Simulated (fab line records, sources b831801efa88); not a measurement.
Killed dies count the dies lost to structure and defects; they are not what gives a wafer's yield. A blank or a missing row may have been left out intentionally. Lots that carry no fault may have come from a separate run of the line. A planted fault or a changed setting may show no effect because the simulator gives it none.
What tool caused it? ; flow gf180mcu ; 13 lots (39 wafers sampled), 1 step of a 602-step route

WHAT THE GAUGES SHOWED, per wafer
GF_HV_LDD_OVL_MEAS_47.
lot;measured;on;HV_LDD_03_OVL (nm)
L738;day 12 18:57;overlay-01;-1.6 -1.0 -2.5
L740;day 13 02:40;overlay-02;1.6 2.5 2.0
L741;day 14 03:41;overlay-02;-3.2 -1.9 -1.6
L742;day 14 08:01;overlay-02;-1.6 -2.9 -0.6
L743;day 14 17:34;overlay-01;-2.0 -5.2 -1.9
L745;day 15 14:26;overlay-01;-3.3 -2.3 -4.6
L746;day 15 19:10;overlay-01;-4.0 -4.0 -3.1
L747;day 16 03:10;overlay-02;-0.7 0.0 -1.6
L748;day 16 12:08;overlay-02;-3.2 -2.7 -3.2
L751;day 17 12:52;overlay-01;-1.3 -1.6 -1.5
L753;day 17 18:52;overlay-01;-3.5 -3.6 -3.6
L759;day 19 13:44;overlay-01;0.4 0.4 -1.8
L760;day 19 21:53;overlay-01;-0.3 -1.4 -0.9

TOOL THAT RAN EACH LOT (tool first, then ch and the chambers of the sampled wafers, then the start)
The record holds no process step before these readings.

AS READ BY THE TOOLS THEMSELVES (means over the sampled wafers that have a number; for cases with no such wafer, the mark the record gives instead)
The record holds no such reading with a usual standard deviation.

THE ANSWER, worked out from the rows above alone
Rule: usual is defined by the lots themselves. Put in order of their means at a reading, lots are off if they are a third of the lots or fewer, leave a main group of 4 or more, and stand apart from it by a gap of 3 or more times the standard deviation of the main group's means; of several such gaps the widest counts. Not used: any main group whose means are identical at the precision the tables above print for the reading. Also off: a lot with no number at a reading for which 4 or more lots have one. The other lots that the step has rows for count as sound. After the gauges, taken in route order, come the tools' own readings; for these a lot's mean is taken, as printed above. The first step at which some lot is off is used, and at that step the reading that is off furthest; a lot without a number counts as furthest.
Nothing can be told from this: no lot is off at any reading shown.

WHAT WAS PUT IN BY THE SIMULATOR
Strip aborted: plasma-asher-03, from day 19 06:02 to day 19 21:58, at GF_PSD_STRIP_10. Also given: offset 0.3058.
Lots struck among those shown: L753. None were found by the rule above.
